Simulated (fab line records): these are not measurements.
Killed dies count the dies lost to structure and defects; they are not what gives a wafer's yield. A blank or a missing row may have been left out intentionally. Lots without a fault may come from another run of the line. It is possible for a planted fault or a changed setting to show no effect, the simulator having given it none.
Which tool is to blame?    flow sky130    7 lots with 21 wafers sampled at 2 steps, on a route of 708 steps

== WHAT THE GAUGES SHOWED, per wafer ==
SKY_CAP2M_RS_MEAS_03: measurement is done with a four-point probe.
lot   measured      on            CAP2M_TIN_RS (ohm/sq)
L229  day 41 07:26  filmMetro-02  6.85 6.95 6.88
L230  day 41 21:55  filmMetro-01  6.91 6.95 6.95
L235  day 42 22:44  filmMetro-02  6.95 6.85 6.98
L237  day 43 11:56  filmMetro-01  6.95 6.87 6.88
L240  day 44 08:53  filmMetro-02  6.85 6.85 6.92
L242  day 44 20:34  filmMetro-04  6.98 6.99 6.92
L246  day 45 16:26  filmMetro-04  6.81 6.86 6.85

== WHICH TOOL RAN EACH LOT (tool, then ch and the chambers of the sampled wafers, then the start) ==
lot   SKY_VIA3_STRIP_16
L229  plasmaAsher-01 ch 0,1, day 41 05:49
L230  plasmaAsher-02 ch 0,1, day 41 20:13
L235  plasmaAsher-02 ch 0,1, day 42 21:08
L237  plasmaAsher-04 ch 0,1, day 43 10:20
L240  plasmaAsher-04 ch 0,1, day 44 07:15
L242  plasmaAsher-02 ch 0,1, day 44 18:56
L246  plasmaAsher-01 ch 0,1, day 45 14:50
- SKY_VIA3_STRIP_16: strips in O2/N2.

== THE ANSWER, worked out from the rows above alone ==
Rule: what is usual is taken from the lots themselves. Put in order of their means at a reading, lots are off if they are a third of the lots or fewer, leave a main group of 4 or more, and stand apart from it by a gap of 3 or more times the standard deviation of the main group's means; of several such gaps the widest counts. Not used: any main group whose means are identical at the precision the tables above print for the reading. A lot without any number at a reading at which 4 lots or more have one is off too. Where the step has rows for the other lots, those lots are counted as sound.
No lot is off on any of the readings shown, so nothing can be concluded from this.

== WHAT THE SIMULATOR HAD PUT IN ==
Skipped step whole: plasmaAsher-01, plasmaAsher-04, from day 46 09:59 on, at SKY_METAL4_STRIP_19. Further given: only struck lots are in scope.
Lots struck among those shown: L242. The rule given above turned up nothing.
